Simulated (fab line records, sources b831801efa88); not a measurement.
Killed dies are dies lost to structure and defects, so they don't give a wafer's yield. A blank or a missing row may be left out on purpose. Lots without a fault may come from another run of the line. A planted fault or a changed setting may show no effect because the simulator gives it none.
fab line records | flow gf180mcu | part 2 of 2: steps 25 to 34 of 34
record lots=5 wafers=15 last_day=34
route steps=602 shown M3@423 V3@429 M4@456
lots that met no fault: from a run of the same line without faults
start_h: hours from the record's first day to the start of the lot's first wafer shown | wait_h: hours since the lot's step before | " the same as in the row above | L1.1+2: a row that stands for several wafers | - no value, or no start given | * or withheld: withheld | < > ~ a bound
route shown NAME@n: a module of which the file shows steps, and the number in the route of the first | usual: mean/standard deviation of fault-free wafers | same: alike in all rows | chamber/n: place in a boat | sites: the reading at each site | _std_site: their standard deviation | _edge_site: outer sites' mean less inner sites' | radius_mm: how far each site lies from the wafer's centre | mask NAME#n: copy n | behind: the tool/chamber that last shaped the wafer | hold: why the lot was held/for how many hours/how that ended | device: the transistor (n, p or np) that didn't switch | end of line: the same wafers' tests at the end of the route | a step without rows: its recipe alone | killed: dies lost to structure and defects at the first sort, not the wafer's yield | map: a wafer's dies, x killed, . not, _ none there
set.NAME: the setting as run; set.NAME@STEP: as run at that earlier step | model.NAME: the simulator's own value behind a step, which no gauge read
lots at some steps of the route; a table a step, a row a wafer
services: from which hour (start_h, from the record's first day; less than 0 if before it) a tool's chamber was out of use, for how many hours, and why
## steps
# step GF_V3_STRIP_18
# recipe chemistry=O2/N2 power_w=1400 pressure_mtorr=1500 platen_temp_c=250 o2_flow_sccm=3000 n2_flow_sccm=300 overash_fraction=0.5
# usual chamber_pressure_mTorr=1499.9/1.4 drypump_motor_current_A=5.36/0.3 heater_power_w=352/37 oes_product_au=0.591/0.0048
# columns lot.wafer tool chamber start_h wait_h chamber_pressure_mTorr drypump_motor_current_A heater_power_w oes_product_au rf_hours_counter_h
L088.1 plasma_asher-04 1 629.40 - 1498.8 5.51 329 0.588 57
L088.3 " 1 " " 1499.7 5.51 327 0.589 -
L088.6 " 0 " " 1495.8 5.63 369 0.595 -
L089.3 plasma_asher-04 1 635.50 - 1499.4 5.52 330 0.590 -
L089.4 " 0 " " 1499.1 5.65 372 0.586 -
L089.6 " 0 " " 1501.0 5.67 375 0.593 -
L090.1 plasma_asher-01 1 639.82 - 1497.8 4.87 331 0.581 19
L090.2 " 0 " " 1500.5 5.62 351 0.586 19
L090.4 " 1 " " 1498.2 4.86 323 0.582 -
L093.2 plasma_asher-04 0 669.52 - 1501.3 5.67 374 0.585 61
L093.4 " 1 " " 1500.8 5.49 327 0.591 -
L093.6 " 0 " " 1499.9 5.67 369 0.592 -
L096.2 plasma_asher-01 0 693.98 - 1499.3 5.63 359 0.591 24
L096.4 " 0 " " 1499.6 5.61 339 0.591 -
L096.6 " 1 " " 1500.9 4.88 334 0.604 -
# step GF_V3_STRIP_19
# recipe chemistry=post_etch_residue_remover time_s=1200 temp_c=72.5
# same time_s=1200
# columns lot.wafer tool chamber start_h wait_h
L088.1+3+6 wet_bench-04 1 629.50 0.1
L089.3+4+6 wet_bench-04 2 635.57 0.0
L090.1+2+4 wet_bench-02 2 639.92 0.1
L093.2+4+6 wet_bench-02 1 669.62 0.1
L096.2+4+6 wet_bench-04 3 694.08 0.1
# step GF_V3_CLEAN_20
# recipe chemistry=DIW dry=n2_spin
# columns lot.wafer tool chamber start_h wait_h
L088.1+3+6 wet_bench-03 3 629.84 0.0
L089.3+4+6 wet_bench-03 3 635.91 0.0
L090.1+2+4 wet_bench-04 0 640.26 0.0
L093.2+4+6 wet_bench-04 3 669.99 0.0
L096.2+4+6 wet_bench-02 3 694.42 0.0
# step GF_V3_SPUTTER_21
# recipe material=Ti target_thk_nm=15 chamber_pressure_pa=5 power_w=2500 substrate_temp_c=200 time_s=80.02
# usual throttle_valve_pct=30.0/0.84
# same time_s=80.02
# columns lot.wafer tool chamber start_h wait_h throttle_valve_pct
L088.1 pvd_sputter-01 - 629.93 0.0 30.8
L088.3 " - " " 30.6
L088.6 " - " " 30.5
L089.3 pvd_sputter-01 - 636.00 0.0 30.5
L089.4 " - " " 30.9
L089.6 " - " " 30.5
L090.1 pvd_sputter-01 - 640.35 0.0 30.0
L090.2 " - " " 30.7
L090.4 " - " " 31.1
L093.2 pvd_sputter-03 - 670.08 0.0 30.3
L093.4 " - " " 28.8
L093.6 " - " " 29.6
L096.2 pvd_sputter-01 - 694.52 0.0 30.6
L096.4 " - " " 29.5
L096.6 " - " " 30.4
# step GF_V3_SPUTTER_22
# recipe material=TiN target_thk_nm=10 chamber_pressure_pa=5 power_w=4000 time_s=40
# usual throttle_valve_pct=30.0/0.85
# same time_s=40
# columns lot.wafer tool chamber start_h wait_h throttle_valve_pct
L088.1 pvd_sputter-01 - 629.99 0.0 30.9
L088.3 " - " " 30.5
L088.6 " - " " 30.8
L089.3 pvd_sputter-01 - 636.06 0.0 30.6
L089.4 " - " " 30.9
L089.6 " - " " 30.7
L090.1 pvd_sputter-01 - 640.41 0.0 29.8
L090.2 " - " " 30.7
L090.4 " - " " 31.1
L093.2 pvd_sputter-03 - 670.14 0.0 30.4
L093.4 " - " " 28.9
L093.6 " - " " 29.4
L096.2 pvd_sputter-01 - 694.58 0.0 30.9
L096.4 " - " " 29.5
L096.6 " - " " 30.3
# step GF_V3_CVD_23
# recipe material=W target_thk_nm=350 time_s=104.9 temp_c=400 pressure_torr=40
# usual heater_power_w=831/56
# same time_s=104.9
# columns lot.wafer tool chamber start_h wait_h heater_power_w
L088.1 cvd_w-02 1 630.03 0.0 914
L088.3 " 1 " " 903
L088.6 " 1 " " 914
L089.3 cvd_w-01 1 636.18 0.1 788
L089.4 " 1 " " 805
L089.6 " 1 " " 784
L090.1 cvd_w-01 1 640.45 0.0 788
L090.2 " 1 " " 777
L090.4 " 1 " " 786
L093.2 cvd_w-01 1 670.18 0.0 801
L093.4 " 0 " " 741
L093.6 " 1 " " 797
L096.2 cvd_w-02 0 694.62 0.0 844
L096.4 " 0 " " 832
L096.6 " 1 " " 913
# step GF_V3_RS_MEAS_24
# recipe thk_meas_gauge=four-point-probe reads=W_of_V3_CVD_23+TiN_of_V3_SPUTTER_22+Ti_of_V3_SPUTTER_21
# usual V3_W_RS=0.326/0.0049
# columns lot.wafer tool chamber start_h wait_h V3_W_RS[ohm/sq]
L088.1 film_metro-03 - 630.14 0.1 0.326
L088.3 " - " " 0.329
L088.6 " - " " 0.329
L089.3 film_metro-03 - 636.37 0.2 0.329
L089.4 " - " " 0.323
L089.6 " - " " 0.328
L090.1 film_metro-02 - 640.68 0.2 0.327
L090.2 " - " " 0.327
L090.4 " - " " 0.328
L093.2 film_metro-03 - 670.32 0.1 0.327
L093.4 " - " " 0.326
L093.6 " - " " 0.327
L096.2 film_metro-02 - 694.76 0.1 0.328
L096.4 " - " " 0.329
L096.6 " - " " 0.323
# step GF_V3_THK_MEAS_25
# recipe thk_meas_gauge=xrf reads=W_of_V3_CVD_23
# usual V3_W_THK=347/5.8
# columns lot.wafer tool chamber start_h wait_h V3_W_THK[nm]
L088.1 film_metro-03 - 630.26 0.1 345
L088.3 " - " " 343
L088.6 " - " " 343
L089.3 film_metro-03 - 636.47 0.1 342
L089.4 " - " " 350
L089.6 " - " " 344
L090.1 film_metro-02 - 640.80 0.1 348
L090.2 " - " " 348
L090.4 " - " " 347
L093.2 film_metro-03 - 670.43 0.1 350
L093.4 " - " " 352
L093.6 " - " " 350
L096.2 film_metro-02 - 694.87 0.1 344
L096.4 " - " " 344
L096.6 " - " " 350
# step GF_V3_CMP_26
# recipe stop_on=SiO2 down_force_psi=3.5 platen_rpm=60 t_overpolish_s=15 target_thk_nm=0 pad_velocity_m_s=0.94248
# usual motor_current_A=11.4/0.97 overpolish_run_s=15.001/0.0099 time_to_endpoint_s=83/4.3
# columns lot.wafer tool chamber start_h wait_h motor_current_A overpolish_run_s time_to_endpoint_s
L088.3 cmp-01 1 630.32 0.0 10.7 15.003 79
L088.1 " 2 " " 12.4 15.006 77
L088.6 " 1 " " 10.0 15.003 83
L089.4 cmp-01 2 636.56 0.1 11.6 14.995 84
L089.3 " 3 " " 9.8 14.993 80
L089.6 " 1 " " 10.1 14.989 85
L090.4 cmp-02 0 640.86 0.0 11.7 14.999 82
L090.1 " 1 " " 10.9 15.007 82
L090.2 " 3 " " 11.6 14.997 88
L093.4 cmp-02 3 670.56 0.1 11.5 15.001 77
L093.2 " 0 " " 11.7 15.008 81
L093.6 " 3 " " 11.8 15.005 79
L096.4 cmp-01 1 694.92 0.0 10.7 15.012 85
L096.2 " 0 " " 12.3 14.970 81
L096.6 " 1 " " 10.3 15.012 87
# step GF_M4_SPUTTER_00
# recipe material=Ti target_thk_nm=37.5 arriving_ion_energy_ev=80 substrate_temp_c=200 chamber_pressure_pa=2 power_w=4000 time_s=150
# usual throttle_valve_pct=30.4/0.89
# same time_s=150
# columns lot.wafer tool chamber start_h wait_h throttle_valve_pct
L088.1 pvd_sputter-03 - 630.62 0.2 29.2
L088.3 " - " " 30.8
L088.6 " - " " 29.6
L089.3 pvd_sputter-01 - 636.81 0.1 30.4
L089.4 " - " " 31.0
L089.6 " - " " 30.7
L090.1 pvd_sputter-03 - 641.16 0.2 30.3
L090.2 " - " " 30.8
L090.4 " - " " 29.4
L093.2 pvd_sputter-02 - 670.81 0.1 32.4
L093.4 " - " " 29.9
L093.6 " - " " 30.1
L096.2 pvd_sputter-03 - 695.22 0.1 29.4
L096.4 " - " " 30.7
L096.6 " - " " 29.4
## services
# columns tool chamber start_h hours kind
cmp-01 - 584.73 0.4 repair
pecvd-01 - 591.12 14.0 pm
rie_metal-01 0 596.53 6.8 repair
pecvd-03 - 596.76 1.0 repair
cmp-02 - 603.09 0.8 repair
cmp-02 - 603.60 2.5 repair
rie_diel-01 3 605.63 1.7 repair
rie_diel-02 2 610.76 3.8 repair
krf_scanner-01 - 618.02 1.0 pm
rie_diel-01 3 625.14 8.8 repair
rie_metal-02 0 627.41 10.5 repair
pvd_sputter-03 - 634.51 2.5 repair
cvd_w-01 0 635.22 12.0 repair
hdpcvd-02 - 651.57 0.5 repair
cvd_w-01 - 652.14 0.6 repair
cmp-02 - 664.20 0.4 repair
hdpcvd-02 - 666.10 2.8 pm
rie_diel-02 1 666.27 4.6 repair
pvd_sputter-01 - 669.01 8.0 repair
wet_bench-02 - 673.05 1.6 repair
krf_scanner-02 - 679.66 15.1 repair
cvd_w-01 - 690.55 6.0 pm
krf_scanner-02 - 694.78 1.3 pm
pvd_sputter-01 - 694.80 3.5 repair
